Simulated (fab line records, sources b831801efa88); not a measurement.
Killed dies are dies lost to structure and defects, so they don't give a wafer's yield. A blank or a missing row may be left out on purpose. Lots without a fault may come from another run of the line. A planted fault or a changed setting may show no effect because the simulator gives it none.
A struck lot beside a sound one | flow gf180mcu | 16 steps out of a route of 602
Sound: wafers L141.1, L141.2, L141.4. Struck: wafers L150.1, L150.2, L150.6. The cause comes at the end.
At each step with rows: each side's tool, then ch and its chambers, then its first start. Under that, the readings that differ: sound wafers | struck wafers | difference of the means | sigmas: that difference in standard deviations of wafers without a fault.
alike: readings whose means differ by less than 2 such deviations, and words and numbers that are the same on both sides. not compared: withheld readings, readings that some wafer has no value for, bounds like >300 that may hide the same value, and numbers for which the record gives no deviation and whose values overlap.
The two part at a step that has a row with sigmas, a row that says differs or no value, or rows on one side only. Numbers that don't overlap but have no deviation are shown without sigmas and don't part them. A reading that every wafer of one side lacks parts them only if that side has two wafers or more.

first, 6 steps without rows for these wafers: GF_M1_HMDS_08 (prime time 60 s); GF_M1_COAT_09 (resist thk 1000 nm); GF_M1_SOFTBAKE_10 (time 60 s); GF_M1_EXPOSE_11 (exposes mask Metal1, target cd 230 nm); GF_M1_PEB_12 (peb time 90 s); GF_M1_DEVELOP_13 (develop time 60 s).
GF_M1_CD_MEAS_14: target cd 230 nm.
  sound on cd_sem-02, day 17 14:46; struck on cd_sem-02, day 21 20:52
  alike: cd_nm
GF_M1_OVL_MEAS_15:
  sound on overlay-01, day 17 14:53; struck on overlay-02, day 21 20:59
  alike: M1_OVL
GF_M1_METAL_ETCH_16: etches the open film in Cl2/BCl3, stops on SiO2, target depth 627.5 nm, time 104.6 s.
  sound on rie_metal-03 ch 0,1, day 17 14:55; struck on rie_metal-03 ch 0,1, day 21 21:01
  alike: drypump_motor_current_A, mfc_cl2_sccm, oes_product_au, throttle_valve_pct
  not compared: rf_hours_counter_h
GF_M1_STRIP_17: strips in O2/N2.
  sound on plasma_asher-03 ch 0,1, day 17 15:04; struck on plasma_asher-04 ch 0,1, day 21 21:08
  alike: drypump_motor_current_A, heater_power_w, n2_flow_sccm, oes_product_au, strip_time_to_endpoint_s
  not compared: rf_hours_counter_h
then, 2 steps without rows for these wafers: GF_M1_STRIP_18 (strips in post etch residue remover, time 1200 s); GF_M1_CLEAN_19 (cleans in DIW).
GF_V1_CVD_00: deposits SiO2, target thk 600 nm, time 100 s.
  sound on hdpcvd-01 ch 0,1,2, day 17 15:36; struck on hdpcvd-01 ch 0,2, day 21 21:40
  reading                             | sound             | struck            | difference | sigmas
  sih4_flow_sccm (sccm)               | 60.00 60.23 59.90 | 47.80 47.85 47.92 | -12.19     | -72
  model.SiO2_of_V1_CVD_00.thk_nm (nm) | 595.9 595.2 603.1 | 463.7 469.9 469.8 | -130.3     |
GF_V1_THK_MEAS_01:
  sound on film_metro-03, day 17 15:41; struck on film_metro-02, day 21 21:45
  reading            | sound       | struck      | difference | sigmas
  V1_CVD_00_THK (nm) | 596 595 603 | 464 470 470 | -130       | -17
GF_V1_CVD_02: deposits SiO2 from TEOS, target thk 850 nm, time 94.851 s.
  sound on pecvd-03 ch 0,1,2, day 17 15:44; struck on pecvd-04 ch 0,2, day 21 21:49
  alike: heater_power_w
then, 1 step without rows for these wafers: GF_PASSIVATION_PROBE_99.

WHERE THEY PART
First at GF_V1_CVD_00; last, within this record, at GF_V1_THK_MEAS_01. Later steps at which nothing parts them and some readings are alike: GF_V1_CVD_02.

WHY: what the simulator had put in
Process parameter drift: hdpcvd-01, from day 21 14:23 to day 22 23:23, at GF_V1_CVD_00. Setting sih4_flow_sccm, moved by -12, from 60. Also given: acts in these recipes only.
